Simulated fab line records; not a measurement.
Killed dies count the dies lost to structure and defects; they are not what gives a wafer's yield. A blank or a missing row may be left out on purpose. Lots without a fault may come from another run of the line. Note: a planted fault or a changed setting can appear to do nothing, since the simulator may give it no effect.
Struck lot and sound lot, side by side	flow sky130	32 steps out of a route of 708
Sound: these wafers, L836.2, L836.3, L836.4. Struck: wafers L845.1, L845.3, L845.5. The cause is named last.
For every step that has rows: the tool of each side, followed by ch and its chambers, followed by its first start. Under that, the readings that differ: sound wafers	struck wafers	difference of the means	sigmas: that difference in standard deviations of wafers without a fault.
alike: same words and numbers on both sides, and readings whose means sit less than 2 such deviations apart. not compared: any withheld reading, any reading some wafer has no value for, any bound like >300 that may hide the same value, and any number with overlapping values for which the record gives no deviation.
A row with sigmas, a row that says differs or no value, or rows on one side alone: a step with any of these is where the two part. When numbers do not overlap yet have no deviation, they are printed without sigmas and do not part them. Lack of a reading on every wafer of one side parts them only where that side has two or more wafers.

SKY_PWDE_OVL_MEAS_07:
  struck on overlay-02, day 7 02:10; sound on overlay-02, day 5 03:08
  alike: PWDE_OVL
then, 1 step without rows for these wafers: SKY_PWDE_IMPLANT_08.
SKY_PWDE_STRIP_09: strips in O2/N2.
  sound on plasma-asher-01 ch 0,1, day 5 03:19; struck on plasma-asher-02 ch 0,1, day 7 02:21
  alike: drypump-motor-current-A, oes-product-au, strip-time-to-endpoint-s
  not compared: rf-hours-counter-h
SKY_PWDE_TW_MEAS_10:
  struck on film-metro-03, day 7 02:27; sound on film-metro-01, day 5 03:25
  alike: PWDE_TW
then, 7 steps without rows for these wafers: SKY_NWELL_DEHYDRATE_03 (time 60 s); SKY_NWELL_HMDS_04 (prime time 60 s); SKY_NWELL_COAT_05 (resist thk 3000 nm); SKY_NWELL_SOFTBAKE_06; SKY_NWELL_EXPOSE_07 (exposes mask NWM, target cd 840 nm); SKY_NWELL_PEB_08; SKY_NWELL_DEVELOP_09 (develop time 60 s).
SKY_NWELL_OVL_MEAS_10:
  struck on overlay-02, day 7 22:22; sound on overlay-02, day 5 21:04
  alike: NWELL_00_OVL
SKY_NWELL_IMPLANT_11:
  sound on implanter-02 ch 0, day 5 21:07; struck on implanter-02 ch 0, day 7 22:24
reading	sound	struck	difference	sigmas
dose-ions-cm2	1.9039e+13 1.9005e+13 1.8986e+13	2.1343e+13 2.1347e+13 2.1352e+13	+2.3373e+12	+99 or more
faraday-current-uA	105.9 107.7 108.5	118.2 116.0 118.4	+10.2	+5
  alike: beam-on-s
then, 2 steps without rows for these wafers: SKY_NWELL_IMPLANT_12; SKY_NWELL_IMPLANT_13.
SKY_NWELL_STRIP_14: strips in O2/N2.
  sound on plasma-asher-02 ch 0,1, day 5 21:33; struck on plasma-asher-03 ch 0,1, day 7 22:51
  alike: drypump-motor-current-A, oes-product-au, strip-time-to-endpoint-s
  not compared: rf-hours-counter-h
SKY_NWELL_TW_MEAS_15:
  struck on film-metro-02, day 7 22:57; sound on film-metro-03, day 5 21:40
reading	sound	struck	difference	sigmas
NWELL_TW	1837 1837 1836	1885 1870 1884	+43	+4
then, 7 steps without rows for these wafers: SKY_NWELL_DEHYDRATE_16 (time 60 s); SKY_NWELL_HMDS_17 (prime time 60 s); SKY_NWELL_COAT_18 (resist thk 3000 nm); SKY_NWELL_SOFTBAKE_19; SKY_NWELL_EXPOSE_20 (exposes mask NWM COMPLEMENT, target cd 840 nm); SKY_NWELL_PEB_21; SKY_NWELL_DEVELOP_22 (develop time 60 s).
SKY_NWELL_OVL_MEAS_23:
  struck on overlay-01, day 8 18:49; sound on overlay-01, day 6 16:08
  alike: NWELL_01_OVL
then, 1 step without rows for these wafers: SKY_NWELL_IMPLANT_24.
SKY_NWELL_STRIP_25: strips in O2/N2.
  sound on plasma-asher-03 ch 0,1, day 6 16:19; struck on plasma-asher-04 ch 0,1, day 8 19:00
  alike: drypump-motor-current-A, oes-product-au, strip-time-to-endpoint-s
  not compared: rf-hours-counter-h
SKY_NWELL_TW_MEAS_26:
  struck on film-metro-01, day 8 19:06; sound on film-metro-03, day 6 16:25
reading	sound	struck	difference	sigmas
NWELL_2_TW	504 500 503	495 495 497	-7	-2
then, 1 step without rows for these wafers: SKY_NWELL_CLEAN_27 (cleans in SC1/SC2, time 150 s).
SKY_NWELL_RTA_28: time 30 s.
  sound on rtp-anneal-02 ch 0, day 6 16:33; struck on rtp-anneal-01 ch 0, day 8 19:13
reading	sound	struck	difference	sigmas
wafer_temp_C_max	1056.1 1053.6 1054.3	1057.6 1057.2 1055.9	+2.2	+2
  alike: chamber-o2-ppm, lamp-power-pct
SKY_NWELL_RS_MEAS_29: the measuring method here is four-point-probe.
  struck on film-metro-03, day 8 19:25; sound on film-metro-01, day 6 16:39
reading	sound	struck	difference	sigmas
NWELL_RS (ohm/sq)	624.3 623.5 625.9	588.9 588.4 586.1	-36.8	-25
-- the record jumps here: 40 days lie between the struck wafers' starts before and after (it left off in module NWELL and takes up again in module PAD_OPEN, whose first step shown is number 708 of the route) --
SKY_PAD_OPEN_PROBE_99:
  struck on prober-02, day 48 21:11; sound on prober-02, day 47 01:17
reading	sound	struck	difference	sigmas
model.etest.nfet_16v.r-on-ohm-um	1.416e+04 1.42e+04 1.417e+04	1.353e+04 1.361e+04 1.36e+04	-5.967e+02	
model.etest.res-nwell.line-ohm-um	1167 1193 1186	1064 1071 1052	-120	
model.etest.res-nwell.rs-ohm-sq	974.9 996.9 991	879.4 908 881.5	-98.0	
model.etest.field-p.vt-v (V)	-42.36 -43.31 -42.75	-44.28 -45.16 -44.12	-1.71	
  alike: killed_at_M0_to_M3, killed_at_M4_up, killed-at-contacts, killed-at-front-end, killed-at-other, killed-dies, killed-open, killed-short

== WHERE THEY PART ==
At SKY_NWELL_IMPLANT_11 first; at SKY_NWELL_RS_MEAS_29 last (within this record only). Later steps at which nothing parts them and some readings are alike: SKY_PAD_OPEN_PROBE_99.

WHY: what the simulator had put in
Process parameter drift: implanter-02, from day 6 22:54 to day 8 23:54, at SKY_NWELL_IMPLANT_11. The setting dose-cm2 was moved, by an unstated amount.
